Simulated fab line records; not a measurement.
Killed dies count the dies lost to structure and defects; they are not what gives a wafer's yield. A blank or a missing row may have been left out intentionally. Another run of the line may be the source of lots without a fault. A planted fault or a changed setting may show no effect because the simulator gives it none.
2 desks looking at one fault	flow gf180mcu	what lay behind the numbers comes last; until then each desk has only its own

== TOOL OWNER'S DESK, pvd_sputter-04 ==
The tool's own readings at GF_M3_SPUTTER_00 (material Ti, target thk 37.5 nm, time 150 s): means of the sampled wafers that have a number, for each lot that ran on this tool. Marked OUT: a lot whose mean sits more than 4 standard deviations from the usual mean, which makes it out of limits; the brackets give that distance.
Columns: A = chamber_pressure_pa at GF_M3_SPUTTER_00, usual 2.000 Pa; B = throttle_valve_pct at GF_M3_SPUTTER_00, usual 30.0 %
lot	first seen here	A	B
L444	day 21 02:22	2.000	29.2
L447	day 22 11:46	1.998	30.2
L449	day 23 02:19	1.999	30.0
L452	day 24 01:57	1.999	29.8
L456	day 25 06:01	1.909 (-22) OUT	30.2
L457	day 25 18:16	1.907 (-23) OUT	31.1
This desk finds L456, L457 out of limits, L456 being first, at day 25 06:01 (chamber_pressure_pa at GF_M3_SPUTTER_00). L444, L447, L449, L452: within limits.

== METROLOGY DESK ==
Lot by lot, what the gauges showed, no matter which tool ran the lot: averages of those sampled wafers that carry a number. Marked OUT: a lot whose mean sits more than 4 standard deviations from the usual mean, which makes it out of limits; the brackets give that distance.
Columns: A = V1_W_RS at GF_V1_RS_MEAS_24, usual 0.325 ohm/sq; B = V1_W_THK at GF_V1_THK_MEAS_25, usual 348 nm; C = M3_ALCU_RS at GF_M3_RS_MEAS_05, usual 0.0698 ohm/sq
lot	first seen here	A	B	C
L442	day 18 06:02	0.330	343	0.0695
L443	day 18 07:45	0.330	342	0.0692
L444	day 18 23:25	0.326	343	0.0696
L446	day 19 23:17	0.324	347	0.0699
L447	day 20 08:29	0.316	356	0.0685
L448	day 20 15:00	0.328	342	0.0708
L449	day 21 00:02	0.320	354	0.0692
L450	day 21 07:12	0.324	350	0.0684
L452	day 21 23:53	0.319	354	0.0700
L455	day 23 02:28	0.321	344	0.0711
L456	day 23 06:49	0.327	348	0.0700
L457	day 23 18:14	0.325	346	0.0686
L463	day 25 16:37	0.322	355	0.0690
L465	day 26 01:19	0.327	349	0.0705
Finding of this desk: none of the 14 lots has anything out of limits.

== PUT TOGETHER ==
The tool owner's desk had the chance to raise an alarm at day 25 06:01 on L456, L457.
Nothing out of limits was seen by the metrology desk.
The metrology desk holds a record of L456, L457, inside its limits.
The lots listed all ran GF_M3_SPUTTER_00 on pvd_sputter-04.

== WHAT WAS PUT IN BY THE SIMULATOR ==
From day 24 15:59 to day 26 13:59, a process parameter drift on pvd_sputter-04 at GF_M3_SPUTTER_00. A move of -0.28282 in setting chamber_pressure_pa, from 2. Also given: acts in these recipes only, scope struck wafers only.
Lots struck among those shown: L456, L457.
How many hours passed from the start of the fault until each desk's first out-of-limits reading: the tool owner's desk, 14.
